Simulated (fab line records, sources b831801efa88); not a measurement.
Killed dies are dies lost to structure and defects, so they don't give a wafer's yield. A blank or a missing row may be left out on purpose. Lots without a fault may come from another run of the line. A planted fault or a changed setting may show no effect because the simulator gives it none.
A struck lot beside a sound one | flow sfq_line | 25 steps out of a route of 325
Sound: wafers L555.2, L555.4, L555.5. Struck: wafer L544.4. (L544.2, L544.6 of the same lot were not struck and are left out.) The cause comes at the end.
At each step with rows: each side's tool, then ch and its chambers, then its first start. Under that, the readings that differ: sound wafers | struck wafers | difference of the means | sigmas: that difference in standard deviations of wafers without a fault.
alike: readings whose means differ by less than 2 such deviations, and words and numbers that are the same on both sides. not compared: withheld readings, readings that some wafer has no value for, bounds like >300 that may hide the same value, and numbers for which the record gives no deviation and whose values overlap.
The two part at a step that has a row with sigmas, a row that says differs or no value, or rows on one side only. Numbers that don't overlap but have no deviation are shown without sigmas and don't part them. A reading that every wafer of one side lacks parts them only if that side has two wafers or more.

first, 6 steps without rows for these wafers: SFQ_TRILAYER_M7_LITHO_COAT_182 (resist thk 62 nm); SFQ_TRILAYER_M7_LITHO_COAT_177 (resist thk 600 nm); SFQ_TRILAYER_M7_LITHO_SOFTBAKE_181; SFQ_TRILAYER_M7_LITHO_EXPOSE_178 (exposes mask M7, target cd 500 nm); SFQ_TRILAYER_M7_LITHO_PEB_180 (peb time 60 s); SFQ_TRILAYER_M7_LITHO_DEVELOP_179 (time 60 s).
SFQ_M7_OVL_MEAS_945:
  sound on overlay-01, day 88 11:43; struck on overlay-01, day 77 01:44
  alike: M7_OVL
then, 1 step without rows for these wafers: SFQ_TRILAYER_M7_BARC_OPEN_METAL_ETCH_229 (etches BARC in O2, target depth 125 nm, time 41.7 s).
SFQ_TRILAYER_M7_ETCH_METAL_ETCH_180: etches Nb in Cl2/Ar, stops on SiO2, target depth 240 nm, time 120 s.
  sound on rie_metal-04 ch 0,1, day 88 11:48; struck on rie_metal-01 ch 0, day 77 01:49
  alike: drypump_motor_current_A, oes_product_au
  not compared: rf_hours_counter_h
SFQ_TRILAYER_M7_STRIP_STRIP_181: strips in O2.
  sound on rie_metal-04 ch 0,1, day 88 11:56; struck on rie_metal-01 ch 0, day 77 01:56
  reading               | sound             | struck | difference | sigmas
  oes_product_au (a.u.) | 0.992 0.996 0.985 | 1.016  | +0.025     | +3
  alike: drypump_motor_current_A
  not compared: rf_hours_counter_h
then, 1 step without rows for these wafers: SFQ_TRILAYER_M7_STRIP_SOLV_CLEAN_182 (cleans in NMP, time 600 s).
SFQ_TRILAYER_I7_DEP_PECVD_183: deposits SiO2 from SiH4/N2O, time 111.11 s, target thk 500 nm.
  sound on pecvd-04 ch 0,1, day 88 12:42; struck on pecvd-03 ch 2, day 77 02:43
  alike: heater_power_outer_w, heater_power_w, showerhead_vpp_V, throttle_valve_pct
SFQ_TRILAYER_I7_CMP_CMP_184: polishes SiO2.
  sound on cmp-02 ch 0,3, day 88 13:17; struck on cmp-01 ch 1, day 77 02:47
  reading                                             | sound             | struck | difference | sigmas
  model.SiO2_of_TRILAYER_I7_DEP_PECVD_183.thk_nm (nm) | 199.5 197.2 198.7 | 221.9  | +23.4      |
  alike: edge_zone_pressure_frac, motor_current_A, time_to_endpoint_s
SFQ_I7_BOW_MEAS_946:
  sound on film_metro-02, day 88 15:48; struck on film_metro-02, day 77 07:08
  not compared: hold, I7_BOW
SFQ_TRILAYER_I7_METRO_MEASURE_185:
  sound on film_metro-02, day 88 16:06; struck on film_metro-02, day 77 12:24
  reading     | sound             | struck | difference | sigmas
  thk_nm (nm) | 199.4 197.2 198.7 | 221.7  | +23.3      | +19
  not compared: hold
then, 6 steps without rows for these wafers: SFQ_TRILAYER_I7_VIA_LITHO_COAT_192 (resist thk 62 nm); SFQ_TRILAYER_I7_VIA_LITHO_COAT_187 (resist thk 650 nm); SFQ_TRILAYER_I7_VIA_LITHO_SOFTBAKE_191; SFQ_TRILAYER_I7_VIA_LITHO_EXPOSE_188 (exposes mask I7, target cd 1000 nm); SFQ_TRILAYER_I7_VIA_LITHO_PEB_190 (peb time 60 s); SFQ_TRILAYER_I7_VIA_LITHO_DEVELOP_189 (time 60 s).
SFQ_I7_OVL_MEAS_947:
  sound on overlay-02, day 88 19:22; struck on overlay-02, day 77 19:07
  alike: I7_OVL
SFQ_TRILAYER_I7_VIA_BARC_OPEN_VIA_ETCH_260: etches BARC in O2, target depth 125 nm, time 41.7 s.
  sound on rie_diel-01 ch 1,2, day 88 19:23; struck on rie_diel-01 ch 2, day 77 19:08
  alike: drypump_motor_current_A, oes_product_au
  not compared: rf_hours_counter_h
SFQ_TRILAYER_I7_VIA_ETCH_VIA_ETCH_190: etches SiO2 in CHF3, stops on Nb, target depth 260 nm.
  sound on rie_diel-01 ch 1,2, day 88 19:26; struck on rie_diel-01 ch 2, day 77 19:11
  reading                        | sound             | struck | difference | sigmas
  oes_product_au (a.u.)          | 0.857 0.851 0.851 | 0.901  | +0.048     | +9
  model.I7.feature_depth_nm (nm) | 199.5 197.2 198.7 | 221.9  | +23.4      |
  model.etch.depth_nm (nm)       | 199.5 197.2 198.7 | 221.9  | +23.4      |
  alike: drypump_motor_current_A
SFQ_TRILAYER_I7_VIA_STRIP_STRIP_191: strips in O2.
  sound on rie_metal-02 ch 0,1, day 88 19:32; struck on rie_metal-02 ch 1, day 77 19:17
  alike: drypump_motor_current_A, oes_product_au
  not compared: rf_hours_counter_h

WHERE THEY PART
First at SFQ_TRILAYER_M7_STRIP_STRIP_181; last, within this record, at SFQ_TRILAYER_I7_VIA_ETCH_VIA_ETCH_190. Later steps at which nothing parts them and some readings are alike: SFQ_TRILAYER_I7_VIA_STRIP_STRIP_191.

WHY: what the simulator had put in
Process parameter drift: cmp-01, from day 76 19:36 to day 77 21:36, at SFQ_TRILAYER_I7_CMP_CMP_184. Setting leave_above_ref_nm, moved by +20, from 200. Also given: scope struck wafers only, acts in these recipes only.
